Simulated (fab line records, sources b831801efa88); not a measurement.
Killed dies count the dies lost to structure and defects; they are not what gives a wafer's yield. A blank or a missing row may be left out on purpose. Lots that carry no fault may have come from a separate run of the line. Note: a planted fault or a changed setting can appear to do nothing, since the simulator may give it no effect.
A lot that was struck, set against a sound lot / flow sky130 / 16 steps out of a route of 708
Sound: the wafers L309.3, L309.4, L309.6. Wafers L325.1, L325.3, L325.4 were the ones struck. The cause comes at the end.
Order at every step that has rows: each side's tool, ch and its chambers, its first start. Under that, the readings that differ: sound wafers / struck wafers / difference of the means / sigmas: that difference in standard deviations of wafers without a fault.
alike: a reading whose means differ by less than 2 such deviations, as well as words and numbers matching on both sides. not compared: withheld readings; readings where some wafer has no value; bounds like >300 that might hide an equal value; numbers whose values overlap and for which the record gives no deviation.
A row with sigmas, a row that says differs or no value, or rows on one side alone: a step with any of these is where the two part. When numbers do not overlap yet have no deviation, they are printed without sigmas and do not part them. A reading missing from all wafers of one side parts the sides only when that side holds two or more wafers.

first, 5 steps without rows for these wafers: SKY_SONOS_TUNNEL_COAT_02 (resist thk 1140 nm); SKY_SONOS_TUNNEL_SOFTBAKE_03 (time 60 s); SKY_SONOS_TUNNEL_EXPOSE_04 (exposes mask TUNM, target cd 410 nm); SKY_SONOS_TUNNEL_PEB_05; SKY_SONOS_TUNNEL_DEVELOP_06 (develop time 60 s).
SKY_SONOS_TUNNEL_CD_MEAS_07: the cd target is 410 nm.
  sound on cd-sem-01 at day 12 00:19; struck on cd-sem-01 at day 17 01:44
  alike: cd-nm
SKY_SONOS_TUNNEL_OVL_MEAS_08:
  sound on overlay-02 at day 12 00:25; struck on overlay-01 at day 17 01:51
  alike: SONOS_TUNNEL_OVL
then, 3 steps without rows for these wafers: SKY_SONOS_TUNNEL_IMPLANT_09; SKY_SONOS_TUNNEL_WET_ETCH_10 (etches SiO2 in dHF, target depth 14 nm, time 280 s); SKY_SONOS_TUNNEL_STRIP_11 (strips in SPM, time 600 s).
SKY_SONOS_TUNNEL_TW_MEAS_12:
  sound on film-metro-02 at day 12 00:52; struck on film-metro-04 at day 17 02:23
  alike: SONOS_TUNNEL_TW
then, 1 step without rows for these wafers: SKY_SONOS_TUNNEL_CLEAN_13 (cleans in dHF, time 20 s).
SKY_SONOS_ONO_OXIDATION_00: stabilise 600 s, purge 300 s, target thk 2.6 nm.
  sound on furnace-02 ch 0, day 12 02:32; struck on furnace-02 ch 0, day 17 02:28
reading=spike-tc-bottom-C (C); sound=817.2 817.5 819.5; struck=801.8 801.4 802.3; difference=-16.2; sigmas=-12
reading=spike-tc-centre-C (C); sound=800.6 800.7 802.0; struck=782.7 782.7 783.5; difference=-18.1; sigmas=-18
reading=spike-tc-lower-C (C); sound=797.4 798.3 799.6; struck=781.3 781.9 781.7; difference=-16.8; sigmas=-12
reading=spike-tc-top-C (C); sound=807.8 807.9 808.3; struck=789.5 789.8 790.8; difference=-18.0; sigmas=-9
reading=spike-tc-upper-C (C); sound=800.6 799.0 798.6; struck=780.7 780.6 779.9; difference=-19.0; sigmas=-17
reading=tube-center-temp-C (C); sound=799.99 799.93 799.96; struck=782.5 782.5 782.58; difference=-17.4; sigmas=-99 or more
reading=tube_center_temp_C_max; sound=801.9 802.0 801.6; struck=784.4 784.2 784.3; difference=-17.5; sigmas=-52
reading=zone-power-centre-pct (%); sound=15.13 14.91 14.91; struck=14.50 14.30 14.44; difference=-0.57; sigmas=-3
reading=model.SiO2_of_SONOS_ONO_OXIDATION_00.thk-nm (nm); sound=2.614 2.638 2.615; struck=2.015 1.965 2.053; difference=-0.611; sigmas=
SKY_SONOS_ONO_THK_MEAS_01:
  sound on film-metro-02 at day 12 03:54; struck on film-metro-01 at day 17 03:48
reading=SONOS_ONO_OXIDATION_THK (nm); sound=2.64 2.65 2.62; struck=2.07 1.97 2.02; difference=-0.62; sigmas=-10
then, 1 step without rows for these wafers: SKY_SONOS_ONO_CVD_02 (deposits Si3N4 from DCS/NH3, target thk 10.5 nm, time 180 s).
-- a jump in the record: the struck wafers' starts before and after are 33 days apart (it breaks off in module SONOS_ONO and resumes in module PAD_OPEN, where the first step shown is number 708 of the route) --
SKY_PAD_OPEN_PROBE_99:
  sound on prober-01 at day 46 09:17; struck on prober-01 at day 50 03:54
reading=model.etest.sonos-erased.drive-ua-um; sound=144.4 188.5 181.6; struck=221 249.9 233.7; difference=+63; sigmas=
reading=model.etest.sonos-uncharged.r-on-ohm-um; sound=813.5 809.3 823.1; struck=792.3 772.3 783; difference=-32.8; sigmas=
reading=model.etest.cap-ono.gate-log10-a-cm2; sound=-8.055 -8.084 -8.024; struck=-7.101 -7.145 -7.244; difference=+0.891; sigmas=
reading=model.etest.cap-ono.gate-bv-v (V); sound=16.27 16.31 16.69; struck=15.64 15.95 16.2; difference=-0.49; sigmas=
reading=model.etest.cap-ono.tox-acc-nm (nm); sound=12.94 12.96 12.95; struck=12.22 12.24 12.33; difference=-0.69; sigmas=
reading=model.etest.sonos-erased.vt-v (V); sound=-2.181 -2.228 -2.238; struck=-2.589 -2.615 -2.572; difference=-0.376; sigmas=
reading=model.etest.sonos-baked.vt-less-v (V); sound=-0.5233 -0.4593 -0.5489; struck=-0.7248 -0.7671 -0.7413; difference=-0.2339; sigmas=
reading=model.etest.sonos-baked.vt-v (V); sound=0.9176 0.9282 0.9057; struck=0.8685 0.7899 0.7944; difference=-0.0996; sigmas=
  alike: killed_at_M0_to_M3, killed_at_M4_up, killed-at-contacts, killed-at-front-end, killed-at-other, killed-dies, killed-open, killed-short

## WHERE THEY PART
Last at SKY_SONOS_ONO_THK_MEAS_01 as far as this record goes, first at SKY_SONOS_ONO_OXIDATION_00. Later steps at which nothing parts them and some readings are alike: SKY_PAD_OPEN_PROBE_99.

WHY: the cause the simulator had injected
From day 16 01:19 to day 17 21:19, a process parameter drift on furnace-02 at SKY_SONOS_ONO_OXIDATION_00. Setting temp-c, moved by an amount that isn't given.
